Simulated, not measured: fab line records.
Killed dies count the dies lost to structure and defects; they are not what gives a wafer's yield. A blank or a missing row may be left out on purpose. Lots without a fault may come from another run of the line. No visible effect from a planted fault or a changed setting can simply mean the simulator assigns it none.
fab line records	flow sky130
record lots=6	wafers=18	last-day=50
route steps=708 shown VT_ADJUST_HVTR@139 VT_ADJUST_PCH@143 SONOS_TUNNEL@154 SONOS_ONO@168 PAD_OPEN@708
lots that met no fault: taken from a fault-free run of the same line
start-h: hours from the record's opening day to when the first of the lot's shown wafers began	wait-h: how many hours have passed since the lot's step before this one	" the same as in the row above	L1.1+2: several wafers, shown together as one row	- no value, or no start given	* or withheld: withheld	< > ~ a bound
route shown NAME@n: NAME is a module with steps in the file, n the number in the route of the first one	usual: mean and standard deviation over wafers with no fault	same: alike in all rows	chamber/n: place in a boat	sites: the reading at each site	_std_site: how widely they spread, as a standard deviation	_edge_site: mean of outer sites minus mean of inner sites	radius-mm: for every site, how far away it sits from the centre of the wafer	mask NAME#n: copy n	behind: the tool/chamber that last shaped the wafer	hold: why the lot was held/for how many hours/how that ended	device: whichever transistor did not switch (one of n, p or np)	end of line: tests run on the same wafers once the route is complete	a step with no rows: only its recipe	killed: dies that structure and defects cost at the first sort, which is not the same as the wafer's yield	map: a wafer's dies, x killed, . not, _ none there
set.NAME: setting as actually run; set.NAME@STEP: the setting as run at that earlier step	model.NAME: the simulator's own value behind a step, which no gauge read
a table for each step, a row for each wafer; lots at some steps of the route
services: when a tool's chamber went out of use (start-h, in hours from the record's first day, below 0 if earlier), for how many hours, and the reason
## steps
# step SKY_VT_ADJUST_HVTR_OVL_MEAS_08
# usual VT_ADJUST_HVTR_OVL=0.1/1.1
lot.wafer	tool	chamber	start-h	wait-h	VT_ADJUST_HVTR_OVL[nm]
L275.2	overlay-02	-	208.19	0.1	2.2
L275.4	"	-	"	"	1.2
L275.5	"	-	"	"	-2.2
L285.2	overlay-01	-	279.56	0.1	-1.3
L285.3	"	-	"	"	-2.5
L285.4	"	-	"	"	0.4
L287.1	overlay-02	-	299.46	0.1	-1.0
L287.5	"	-	"	"	-1.0
L287.6	"	-	"	"	0.0
L290.3	overlay-01	-	316.79	0.1	1.2
L290.5	"	-	"	"	-0.4
L290.6	"	-	"	"	0.5
L296.1	overlay-01	-	356.28	0.1	0.2
L296.4	"	-	"	"	0.6
L296.5	"	-	"	"	0.6
L297.1	overlay-02	-	365.63	0.1	0.2
L297.3	"	-	"	"	0.4
L297.5	"	-	"	"	-1.4
# step SKY_VT_ADJUST_HVTR_IMPLANT_09
# recipe species=B	energy-kev=10	dose-cm2=2.1e+12	tilt-deg=withheld
# step SKY_VT_ADJUST_HVTR_STRIP_10
# recipe chemistry=O2/N2	power-w=1400	pressure-mtorr=1500	platen-temp-c=withheld	o2-flow-sccm=3000	n2-flow-sccm=300	overash-fraction=0.5
# usual drypump-motor-current-A=6.2/0.41	oes-product-au=0.716/0.0043	strip-time-to-endpoint-s=14.18/0.036
# same overash-fraction=0.5
lot.wafer	tool	chamber	start-h	wait-h	drypump-motor-current-A	oes-product-au	rf-hours-counter-h	strip-time-to-endpoint-s
L275.2	plasma-asher-02	0	208.64	0.1	6.0	0.713	5	14.20
L275.4	"	1	"	"	5.4	0.715	-	14.23
L275.5	"	0	"	"	6.0	0.719	-	14.25
L285.2	plasma-asher-02	0	279.74	0.1	6.0	0.720	12	14.25
L285.3	"	1	"	"	5.4	0.720	-	14.24
L285.4	"	0	"	"	6.0	0.716	-	14.25
L287.1	plasma-asher-04	1	299.64	0.1	5.8	0.723	49	14.20
L287.5	"	1	"	"	5.8	0.715	-	14.19
L287.6	"	0	"	"	6.3	0.711	-	14.20
L290.3	plasma-asher-04	0	317.00	0.1	6.4	0.721	-	14.14
L290.5	"	0	"	"	6.4	0.709	-	14.16
L290.6	"	1	"	"	5.8	0.709	-	14.12
L296.1	plasma-asher-01	1	356.46	0.1	6.4	0.725	67	14.19
L296.4	"	0	"	"	6.7	0.717	-	14.16
L296.5	"	0	"	"	6.7	0.718	-	14.20
L297.1	plasma-asher-01	0	365.81	0.1	6.7	0.715	68	14.17
L297.3	"	1	"	"	6.4	0.717	-	14.20
L297.5	"	1	"	"	6.5	0.709	-	14.17
# step SKY_VT_ADJUST_HVTR_TW_MEAS_11
# usual VT_ADJUST_HVTR_TW=212.0/1.4
lot.wafer	tool	chamber	start-h	wait-h	VT_ADJUST_HVTR_TW
L275.2	film-metro-03	-	208.75	0.1	211.5
L275.4	"	-	"	"	211.2
L275.5	"	-	"	"	211.0
L285.2	film-metro-02	-	279.85	0.1	214.6
L285.3	"	-	"	"	213.4
L285.4	"	-	"	"	213.2
L287.1	film-metro-02	-	299.74	0.1	213.4
L287.5	"	-	"	"	212.4
L287.6	"	-	"	"	214.0
L290.3	film-metro-02	-	317.08	0.1	213.3
L290.5	"	-	"	"	213.3
L290.6	"	-	"	"	214.4
L296.1	film-metro-02	-	356.56	0.1	212.4
L296.4	"	-	"	"	213.0
L296.5	"	-	"	"	213.8
L297.1	film-metro-03	-	365.91	0.1	210.4
L297.3	"	-	"	"	209.6
L297.5	"	-	"	"	210.9
# step SKY_VT_ADJUST_PCH_DEHYDRATE_00
# recipe temp-c=200	time-s=60
# step SKY_VT_ADJUST_PCH_HMDS_01
# recipe prime-time-s=60	prime-temp-c=120
# step SKY_VT_ADJUST_PCH_COAT_02
# recipe spin-rpm=2000	resist-thk-nm=3000
# step SKY_VT_ADJUST_PCH_SOFTBAKE_03
# recipe temp-c=110	time-s=withheld
# step SKY_VT_ADJUST_PCH_EXPOSE_04
# recipe mask-id=NWM	na=0.6	source-shape=conventional	sigma-outer=0.6	polarization=unpolarized	target-cd-nm=840	dose-mj=255
# step SKY_VT_ADJUST_PCH_PEB_05
# recipe temp-c=115	time-s=withheld
# step SKY_VT_ADJUST_PCH_DEVELOP_06
# recipe wall-angle-deg=90	developer=TMAH	develop-time-s=60	dev-temp-c=23
# step SKY_VT_ADJUST_PCH_OVL_MEAS_07
# usual VT_ADJUST_PCH_OVL=-0.3/1.5
lot.wafer	tool	chamber	start-h	wait-h	VT_ADJUST_PCH_OVL[nm]
L275.2	overlay-02	-	231.07	-	-1.5
L275.4	"	-	"	"	-0.4
L275.5	"	-	"	"	0.0
L285.2	overlay-01	-	304.89	-	0.5
L285.3	"	-	"	"	0.6
L285.4	"	-	"	"	0.1
L287.1	overlay-02	-	323.84	-	-3.2
L287.5	"	-	"	"	-3.6
L287.6	"	-	"	"	-3.6
L290.3	overlay-01	-	343.48	-	0.6
L290.5	"	-	"	"	2.5
L290.6	"	-	"	"	0.9
L296.1	overlay-01	-	384.37	-	0.2
L296.4	"	-	"	"	0.2
L296.5	"	-	"	"	2.5
L297.1	overlay-02	-	394.66	-	0.9
L297.3	"	-	"	"	0.0
L297.5	"	-	"	"	1.2
# step SKY_VT_ADJUST_PCH_IMPLANT_08
# recipe species=B	energy-kev=10.16	dose-cm2=5e+11	tilt-deg=withheld
lot.wafer	tool	chamber	start-h	wait-h
L275.2+4+5	implanter-03	0	231.12	0.0
L285.2+3+4	implanter-03	0	304.95	0.0
L287.1+5+6	implanter-03	0	323.87	0.0
L290.3+5+6	implanter-04	0	343.56	0.1
L296.1+4+5	implanter-04	0	384.41	0.0
L297.1+3+5	implanter-04	0	394.69	0.0
# step SKY_VT_ADJUST_PCH_STRIP_09
# recipe chemistry=O2/N2	power-w=1400	pressure-mtorr=1500	platen-temp-c=withheld	o2-flow-sccm=3000	n2-flow-sccm=300	overash-fraction=0.5
# usual drypump-motor-current-A=6.1/0.37	oes-product-au=0.722/0.0043	strip-time-to-endpoint-s=36.95/0.083
# same overash-fraction=0.5
lot.wafer	tool	chamber	start-h	wait-h	drypump-motor-current-A	oes-product-au	rf-hours-counter-h	strip-time-to-endpoint-s
L275.2	plasma-asher-04	1	231.25	0.1	5.8	0.720	43	36.81
L275.4	"	1	"	"	5.8	0.725	-	36.69
L275.5	"	1	"	"	5.8	0.713	-	36.79
L285.2	plasma-asher-03	0	305.07	0.1	5.6	0.718	61	36.87
L285.3	"	1	"	"	6.4	0.723	-	37.01
L285.4	"	0	"	"	5.7	0.725	-	36.86
L287.1	plasma-asher-03	0	324.02	0.1	5.6	0.727	63	36.96
L287.5	"	0	"	"	5.6	0.720	-	37.03
L287.6	"	1	"	"	6.4	0.726	-	37.01
L290.3	plasma-asher-03	1	343.69	0.1	6.4	0.727	-	36.96
L290.5	"	0	"	"	5.7	0.721	-	36.81
L290.6	"	1	"	"	6.4	0.721	-	36.87
L296.1	plasma-asher-04	0	384.56	0.1	6.4	0.716	57	36.99
L296.4	"	1	"	"	5.8	0.722	-	37.06
L296.5	"	1	"	"	5.8	0.724	-	37.03
L297.1	plasma-asher-03	0	394.84	0.1	5.6	0.716	71	36.95
L297.3	"	1	"	"	6.4	0.714	-	37.09
L297.5	"	1	"	"	6.4	0.717	-	37.05
# step SKY_VT_ADJUST_PCH_TW_MEAS_10
# usual VT_ADJUST_PCH_TW=144.1/0.98
lot.wafer	tool	chamber	start-h	wait-h	VT_ADJUST_PCH_TW
L275.2	film-metro-04	-	231.36	0.1	144.5
L275.4	"	-	"	"	144.2
L275.5	"	-	"	"	143.9
L285.2	film-metro-02	-	305.18	0.1	142.3
L285.3	"	-	"	"	141.7
L285.4	"	-	"	"	142.3
L287.1	film-metro-04	-	324.12	0.1	141.6
L287.5	"	-	"	"	141.9
L287.6	"	-	"	"	142.2
L290.3	film-metro-04	-	343.78	0.1	144.8
L290.5	"	-	"	"	145.0
L290.6	"	-	"	"	144.9
L296.1	film-metro-01	-	384.66	0.1	143.0
L296.4	"	-	"	"	143.1
L296.5	"	-	"	"	142.2
L297.1	film-metro-04	-	394.94	0.1	144.4
L297.3	"	-	"	"	144.2
L297.5	"	-	"	"	143.8
# step SKY_SONOS_TUNNEL_DEHYDRATE_00
# recipe temp-c=200	time-s=60
# step SKY_SONOS_TUNNEL_HMDS_01
# recipe prime-time-s=60	prime-temp-c=120
# step SKY_SONOS_TUNNEL_COAT_02
# recipe resist=NOVOLAK	spin-rpm=3000	resist-thk-nm=1140
# step SKY_SONOS_TUNNEL_SOFTBAKE_03
# recipe temp-c=90	time-s=60	resist=NOVOLAK
# step SKY_SONOS_TUNNEL_EXPOSE_04
# recipe mask-id=TUNM	na=0.6	source-shape=conventional	sigma-outer=0.6	polarization=unpolarized	target-cd-nm=410	dose-mj=136
# step SKY_SONOS_TUNNEL_PEB_05
# recipe temp-c=withheld	time-s=*	resist=NOVOLAK
# step SKY_SONOS_TUNNEL_DEVELOP_06
# recipe resist=NOVOLAK	developer=TMAH	develop-time-s=60	dev-temp-c=23
# step SKY_SONOS_TUNNEL_CD_MEAS_07
# recipe target-cd-nm=410
# usual cd-nm=410.0/2.3
lot.wafer	tool	chamber	start-h	wait-h	cd-nm
L275.2	cd-sem-02	-	254.04	0.1	408.7
L275.4	"	-	"	"	410.4
L275.5	"	-	"	"	411.2
L285.2	cd-sem-01	-	329.31	0.1	412.9
L285.3	"	-	"	"	410.9
L285.4	"	-	"	"	411.1
L287.1	cd-sem-01	-	351.57	0.1	412.0
L287.5	"	-	"	"	412.6
L287.6	"	-	"	"	411.4
L290.3	cd-sem-02	-	370.39	0.1	412.9
L290.5	"	-	"	"	413.6
L290.6	"	-	"	"	411.8
L296.1	cd-sem-01	-	414.00	0.1	411.5
L296.4	"	-	"	"	412.0
L296.5	"	-	"	"	412.1
L297.1	cd-sem-01	-	424.54	0.1	406.3
L297.3	"	-	"	"	407.1
L297.5	"	-	"	"	408.0
# step SKY_SONOS_TUNNEL_OVL_MEAS_08
# usual SONOS_TUNNEL_OVL=0.5/1.3
lot.wafer	tool	chamber	start-h	wait-h	SONOS_TUNNEL_OVL[nm]
L275.2	overlay-02	-	254.15	0.1	0.9
L275.4	"	-	"	"	-0.3
L275.5	"	-	"	"	2.3
L285.2	overlay-02	-	329.41	0.1	-1.8
L285.3	"	-	"	"	0.6
L285.4	"	-	"	"	0.1
L287.1	overlay-01	-	351.69	0.1	2.2
L287.5	"	-	"	"	1.9
L287.6	"	-	"	"	2.3
L290.3	overlay-01	-	370.48	0.1	0.6
L290.5	"	-	"	"	0.9
L290.6	"	-	"	"	0.6
L296.1	overlay-01	-	414.12	0.1	-0.3
L296.4	"	-	"	"	-2.0
L296.5	"	-	"	"	-0.1
L297.1	overlay-01	-	424.66	0.1	0.1
L297.3	"	-	"	"	0.1
L297.5	"	-	"	"	-0.6
# step SKY_SONOS_TUNNEL_IMPLANT_09
# recipe species=B	energy-kev=20	dose-cm2=1e+12	tilt-deg=withheld
# step SKY_SONOS_TUNNEL_WET_ETCH_10
# recipe chemistry=dHF	target-depth-nm=14	target=SiO2	dilution=100:1	temp-c=25	time-s=280
# step SKY_SONOS_TUNNEL_STRIP_11
# recipe chemistry=SPM	time-s=600	temp-c=130
# step SKY_SONOS_TUNNEL_TW_MEAS_12
# usual SONOS_TUNNEL_TW=199.0/1.2
lot.wafer	tool	chamber	start-h	wait-h	SONOS_TUNNEL_TW
L275.2	film-metro-04	-	254.60	0.0	199.8
L275.4	"	-	"	"	200.0
L275.5	"	-	"	"	200.4
L285.2	film-metro-03	-	329.87	0.0	198.7
L285.3	"	-	"	"	198.8
L285.4	"	-	"	"	198.4
L287.1	film-metro-04	-	352.14	0.0	200.9
L287.5	"	-	"	"	201.0
L287.6	"	-	"	"	200.0
L290.3	film-metro-03	-	370.95	0.0	197.8
L290.5	"	-	"	"	197.3
L290.6	"	-	"	"	197.3
L296.1	film-metro-02	-	414.57	0.0	200.2
L296.4	"	-	"	"	200.4
L296.5	"	-	"	"	198.9
L297.1	film-metro-02	-	425.11	0.0	199.1
L297.3	"	-	"	"	200.1
L297.5	"	-	"	"	199.2
# step SKY_SONOS_TUNNEL_CLEAN_13
# recipe chemistry=dHF	time-s=20	dilution=100:1	dry=ipa-marangoni
# step SKY_SONOS_ONO_OXIDATION_00
# recipe temp-c=800	ambient=O2	idle-temp-c=700	ramp-up-c-per-min=10	ramp-down-c-per-min=3	stabilise-s=600	purge-s=300	target-thk-a=26	ox-time-s=1249
# step SKY_SONOS_ONO_THK_MEAS_01
# recipe reads=SiO2_of_SONOS_ONO_OXIDATION_00
# usual SONOS_ONO_OXIDATION_THK=2.60/0.055
lot.wafer	tool	chamber	start-h	wait-h	SONOS_ONO_OXIDATION_THK[nm]
L275.2	film-metro-04	-	256.40	0.0	2.55
L275.4	"	-	"	"	2.56
L275.5	"	-	"	"	2.53
L285.2	film-metro-04	-	331.29	0.0	2.61
L285.3	"	-	"	"	2.67
L285.4	"	-	"	"	2.60
L287.1	film-metro-03	-	353.56	0.0	2.67
L287.5	"	-	"	"	2.65
L287.6	"	-	"	"	2.66
L290.3	film-metro-04	-	374.36	0.0	2.61
L290.5	"	-	"	"	2.60
L290.6	"	-	"	"	2.68
L296.1	film-metro-04	-	415.99	0.0	2.65
L296.4	"	-	"	"	2.70
L296.5	"	-	"	"	2.54
L297.1	film-metro-03	-	427.77	0.0	2.60
L297.3	"	-	"	"	2.58
L297.5	"	-	"	"	2.58
# step SKY_SONOS_ONO_CVD_02
# recipe material=Si3N4	precursor=DCS/NH3	target-thk-nm=10.5	temp-c=770	time-s=180	pressure-mtorr=250
# step SKY_SONOS_ONO_THK_MEAS_03
# recipe reads=Si3N4_of_SONOS_ONO_CVD_02
# usual SONOS_ONO_CVD_02_THK=10.47/0.14
lot.wafer	tool	chamber	start-h	wait-h	SONOS_ONO_CVD_02_THK[nm]
L275.2	film-metro-01	-	257.54	0.0	10.57
L275.4	"	-	"	"	10.51
L275.5	"	-	"	"	10.51
L285.2	film-metro-03	-	333.43	0.0	10.52
L285.3	"	-	"	"	10.52
L285.4	"	-	"	"	10.32
L287.1	film-metro-03	-	359.45	0.0	10.39
L287.5	"	-	"	"	10.36
L287.6	"	-	"	"	10.48
L290.3	film-metro-01	-	376.97	0.0	10.49
L290.5	"	-	"	"	10.49
L290.6	"	-	"	"	10.66
L296.1	film-metro-04	-	417.10	0.0	10.49
L296.4	"	-	"	"	10.39
L296.5	"	-	"	"	10.40
L297.1	film-metro-04	-	431.27	0.0	10.42
L297.3	"	-	"	"	10.52
L297.5	"	-	"	"	10.36
# step SKY_SONOS_ONO_CVD_04
# recipe material=SiO2	precursor=SiH4/N2O	target-thk-nm=5.7199	temp-c=900	pressure-mtorr=400
# step SKY_SONOS_ONO_THK_MEAS_05
# recipe reads=SiO2_of_SONOS_ONO_CVD_04
# usual SONOS_ONO_CVD_04_THK=5.70/0.097
lot.wafer	tool	chamber	start-h	wait-h	SONOS_ONO_CVD_04_THK[nm]
L275.2	film-metro-03	-	261.80	0.0	5.67
L275.4	"	-	"	"	5.53
L275.5	"	-	"	"	5.72
L285.2	film-metro-04	-	334.74	0.0	5.59
L285.3	"	-	"	"	5.54
L285.4	"	-	"	"	5.71
L287.1	film-metro-03	-	360.76	0.0	5.81
L287.5	"	-	"	"	5.81
L287.6	"	-	"	"	5.84
L290.3	film-metro-04	-	378.28	0.0	5.58
L290.5	"	-	"	"	5.59
L290.6	"	-	"	"	5.70
L296.1	film-metro-01	-	418.41	0.0	5.73
L296.4	"	-	"	"	5.74
L296.5	"	-	"	"	5.76
L297.1	film-metro-01	-	432.58	0.0	5.81
L297.3	"	-	"	"	5.78
L297.5	"	-	"	"	5.70
# step SKY_SONOS_ONO_DEHYDRATE_06
# recipe temp-c=200	time-s=60
# step SKY_SONOS_ONO_HMDS_07
# recipe prime-time-s=60	prime-temp-c=120
# step SKY_SONOS_ONO_COAT_08
# recipe resist=NOVOLAK	spin-rpm=3065	resist-thk-nm=1140
# step SKY_SONOS_ONO_SOFTBAKE_09
# recipe temp-c=90	time-s=60	resist=NOVOLAK
# step SKY_SONOS_ONO_EXPOSE_10
# recipe mask-id=ONOM	target-cd-nm=410	na=0.6	source-shape=conventional	sigma-outer=0.6	dose-mj=150
# step SKY_SONOS_ONO_PEB_11
# recipe temp-c=withheld	time-s=*	resist=NOVOLAK
# step SKY_SONOS_ONO_DEVELOP_12
# recipe develop-time-s=60	dev-temp-c=23
# step SKY_PAD_OPEN_PROBE_99
# usual killed_at_M0_to_M3=44/6.8	killed_at_M4_up=2.9/1.7	killed-at-contacts=24/5.2	killed-at-front-end=15/4	killed-at-other=0.2/0.44	killed-dies=86/9.9	killed-open=47/7.9	killed-short=39/6.3
# same gross-dies=492	killed-at-back-side=0
lot.wafer	tool	chamber	start-h	wait-h	killed_at_M0_to_M3	killed_at_M4_up	killed-at-contacts	killed-at-front-end	killed-at-other	killed-dies	killed-open	killed-short	model.etest.pfet_16v.vt-v	model.etest.pfet-g5v0d10v5.vt-long-v	model.etest.pfet_01v8_lvt.vt-v-range	model.etest.pfet-g5v0d10v5.vt-v-range	model.etest.pfet_01v8.vt-v-range
L275.2	prober-01	-	1082.53	0.1	41	1	18	19	0	79	41	36	-1.101	-0.9347	0.01607	0.0436	0.0143
L275.4	prober-01	-	1082.63	0.2	45	2	25	22	0	94	52	34	-1.106	-0.9398	0.008414	0.05016	0.01002
L275.5	prober-01	-	1082.68	0.2	53	3	23	18	0	97	49	48	-1.108	-0.9395	0.01109	0.06075	0.01928
L285.2	prober-01	-	1140.74	0.1	47	5	23	8	0	83	32	51	-1.142	-0.9717	0.04437	0.0763	0.01748
L285.3	prober-01	-	1140.79	0.2	44	2	31	11	0	88	46	42	-1.143	-0.9671	0.03752	0.06666	0.01628
L285.4	prober-01	-	1140.84	0.2	53	5	29	17	0	104	65	39	-1.137	-0.9656	0.04759	0.05503	0.01622
L287.1	prober-02	-	1158.69	0.1	53	5	20	19	0	97	51	46	-1.101	-0.9282	0.02967	0.06824	0.01984
L287.5	prober-02	-	1158.89	0.2	49	1	24	5	1	80	36	44	-1.107	-0.9355	0.03445	0.02882	0.02164
L287.6	prober-02	-	1158.94	0.2	44	2	17	15	1	79	42	37	-1.122	-0.9484	0.02817	0.06265	0.02202
L290.3	prober-02	-	1167.15	0.2	50	0	24	16	0	90	49	40	-1.108	-0.9355	0.01934	0.0423	0.01603
L290.5	prober-02	-	1167.25	0.2	43	0	20	16	0	79	45	34	-1.103	-0.9345	0.0295	0.06229	0.01021
L290.6	prober-02	-	1167.30	0.2	49	2	25	9	0	85	46	39	-1.103	-0.9317	0.02174	0.03947	0.01082
L296.1	prober-02	-	1192.84	0.1	37	4	33	18	0	92	54	38	-1.088	-0.9277	0.02173	0.03629	0.01879
L296.4	prober-02	-	1192.99	0.2	49	1	18	19	0	87	47	40	-1.089	-0.9221	0.01895	0.04095	0.0152
L296.5	prober-02	-	1193.04	0.2	40	3	23	14	0	80	42	38	-1.086	-0.9223	0.02207	0.04379	0.01398
L297.1	prober-01	-	1198.24	0.1	55	4	27	10	0	96	59	37	-1.1	-0.9381	0.01543	0.05338	0.01463
L297.3	prober-01	-	1198.34	0.2	37	3	24	17	0	81	47	34	-1.093	-0.9199	0.01244	0.02868	0.01509
L297.5	prober-01	-	1198.44	0.2	50	4	22	15	0	91	57	34	-1.074	-0.9097	0.01988	0.05044	0.01392
# killed by level:class
L275.2 VIA1:geometric-particle:open=10 VIA1:geometric-particle:short=7 LI_CONTACT:geometric-particle:open=6 CONTACT:geometric-particle:open=6 VIA3:geometric-particle:open=6 METAL1:geometric-particle:short=5 VIA2:geometric-particle:open=5 FIELD_ISO:geometric-particle:open=4
L275.4 VIA1:geometric-particle:open=14 CONTACT:geometric-particle:open=10 CONTACT:geometric-particle:short=6 VIA1:geometric-particle:short=6 LI_CONTACT:geometric-particle:open=5 METAL2:geometric-particle:open=5 SD_N:coat-microbubble-printed=5 FIELD_ISO:geometric-particle:open=4
L275.5 VIA1:geometric-particle:open=12 METAL1:geometric-particle:short=8 LI_CONTACT:geometric-particle:open=7 METAL2:geometric-particle:short=7 CONTACT:geometric-particle:open=6 VIA3:geometric-particle:open=6 CONTACT:geometric-particle:short=5 FIELD_ISO:geometric-particle:open=4
L285.2 CONTACT:geometric-particle:short=11 METAL2:geometric-particle:short=10 VIA1:geometric-particle:open=6 VIA3:geometric-particle:open=6 LI_CONTACT:geometric-particle:open=5 VIA2:geometric-particle:open=5 METAL3:geometric-particle:short=5 METAL4:geometric-particle:short=5
L285.3 CONTACT:geometric-particle:open=13 VIA1:geometric-particle:open=12 CONTACT:geometric-particle:short=8 VIA3:geometric-particle:open=6 METAL2:geometric-particle:short=6 LI_CONTACT:geometric-particle:open=5 FIELD_ISO:geometric-particle:open=4 LOCAL_INTERCONNECT:geometric-particle:short=4
L285.4 CONTACT:geometric-particle:open=13 VIA3:geometric-particle:open=12 VIA1:geometric-particle:open=10 LI_CONTACT:geometric-particle:open=8 VIA2:geometric-particle:open=8 METAL2:geometric-particle:short=6 FIELD_ISO:geometric-particle:short=4 FIELD_ISO:geometric-particle:open=4
L287.1 VIA1:geometric-particle:open=14 CONTACT:geometric-particle:open=8 VIA1:geometric-particle:short=8 METAL1:geometric-particle:short=7 VIA2:geometric-particle:open=7 VIA3:geometric-particle:open=7 FIELD_ISO:geometric-particle:open=5 METAL4:geometric-particle:short=5
L287.5 VIA1:geometric-particle:open=11 CONTACT:geometric-particle:open=9 METAL1:geometric-particle:short=9 VIA1:geometric-particle:short=7 CONTACT:geometric-particle:short=5 METAL2:geometric-particle:short=5 VIA2:geometric-particle:short=4 LI_CONTACT:geometric-particle:open=4
L287.6 METAL1:geometric-particle:short=8 VIA1:geometric-particle:open=8 CONTACT:geometric-particle:open=6 VIA3:geometric-particle:open=6 VIA2:geometric-particle:open=5 METAL2:geometric-particle:short=5 LOCAL_INTERCONNECT:geometric-particle:short=4 FIELD_ISO:geometric-particle:open=3
L290.3 VIA1:geometric-particle:open=13 LI_CONTACT:geometric-particle:open=10 CONTACT:geometric-particle:open=7 METAL1:geometric-particle:short=7 METAL2:geometric-particle:short=6 VIA2:geometric-particle:short=5 VIA2:geometric-particle:open=5 POLY_GATE:geometric-particle:open=4
L290.5 POLY_GATE:geometric-particle:open=7 VIA1:geometric-particle:open=7 METAL1:geometric-particle:short=6 VIA2:geometric-particle:open=6 VIA1:geometric-particle:short=5 LOCAL_INTERCONNECT:geometric-particle:open=4 VIA3:geometric-particle:open=4 CONTACT:geometric-particle:open=4
L290.6 CONTACT:geometric-particle:open=11 VIA1:geometric-particle:open=9 METAL1:geometric-particle:short=7 VIA2:geometric-particle:short=7 POLY_GATE:geometric-particle:open=6 METAL2:geometric-particle:short=6 LI_CONTACT:geometric-particle:open=5 VIA3:geometric-particle:open=5
L296.1 CONTACT:geometric-particle:open=12 VIA3:geometric-particle:open=9 VIA1:geometric-particle:open=8 VIA2:geometric-particle:open=7 LI_CONTACT:geometric-particle:open=7 FIELD_ISO:geometric-particle:short=6 FIELD_ISO:geometric-particle:open=6 CONTACT:geometric-particle:short=6
L296.4 VIA1:geometric-particle:open=11 VIA2:geometric-particle:open=9 METAL1:geometric-particle:short=8 CONTACT:geometric-particle:open=7 VIA3:geometric-particle:open=7 POLY_GATE:geometric-particle:short=6 FIELD_ISO:geometric-particle:open=4 FIELD_ISO:geometric-particle:short=4
L296.5 CONTACT:geometric-particle:open=12 VIA2:geometric-particle:open=8 METAL1:geometric-particle:short=7 VIA1:geometric-particle:open=6 CONTACT:geometric-particle:short=6 POLY_GATE:geometric-particle:short=5 VIA3:geometric-particle:open=5 POLY_GATE:geometric-particle:open=4
L297.1 VIA1:geometric-particle:open=15 VIA3:geometric-particle:open=10 LI_CONTACT:geometric-particle:open=9 VIA2:geometric-particle:open=8 CONTACT:geometric-particle:open=6 CONTACT:geometric-particle:short=6 METAL1:geometric-particle:short=6 FIELD_ISO:geometric-particle:open=5
L297.3 VIA2:geometric-particle:open=10 LI_CONTACT:geometric-particle:open=8 POLY_GATE:geometric-particle:open=6 VIA1:geometric-particle:open=6 FIELD_ISO:geometric-particle:short=5 CONTACT:geometric-particle:open=5 CONTACT:geometric-particle:short=5 VIA3:geometric-particle:open=5
L297.5 VIA1:geometric-particle:open=14 CONTACT:geometric-particle:open=10 POLY_GATE:geometric-particle:open=8 VIA3:geometric-particle:open=7 LI_CONTACT:geometric-particle:open=6 VIA1:geometric-particle:short=6 VIA2:geometric-particle:open=6 METAL2:geometric-particle:short=4
## services
tool	chamber	start-h	hours	kind
implanter-03	-	184.67	3.1	repair
plasma-asher-01	-	205.14	2.2	repair
implanter-03	-	263.88	5.2	repair
implanter-03	-	280.66	4.7	repair
implanter-04	-	300.17	2.1	repair
plasma-asher-02	-	310.34	15.1	repair
plasma-asher-04	-	347.86	14.6	pm
plasma-asher-01	-	358.23	0.8	repair
implanter-04	-	364.72	8.5	repair
plasma-asher-01	-	368.64	2.8	pm
implanter-03	-	378.43	1.5	repair
plasma-asher-04	-	378.97	2.8	pm
## key
first-sign step=SKY_VT_ADJUST_PCH_TW_MEAS_10	reading=VT_ADJUST_PCH_TW	direction=down	sigmas=2.2	usual=144.1	struck=142.0
effect none on later readings
model-effect step=SKY_PAD_OPEN_PROBE_99	value=etest.pfet_16v.vt-v	without=-1.095	struck=-1.125
met-at SKY_VT_ADJUST_PCH_IMPLANT_08
struck-wafers L285.2,L285.3,L285.4,L287.1,L287.5,L287.6
tester-left-out L285,L287
onset-between 231.12 304.95
fault kind=process-parameter-drift	tool=implanter-03	chamber=-	onset-h=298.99	steps=SKY_VT_ADJUST_PCH_IMPLANT_08	channel=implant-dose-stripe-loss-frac	offset=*	shape=step	end-h=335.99
# tester-left-out: of these lots the tester's yield and bins aren't shown, on N5 and GAA mostly nor the transistor test; their killed dies are dies lost to structure and defects alone, not to doping, threshold or leakage, so they don't give the yield
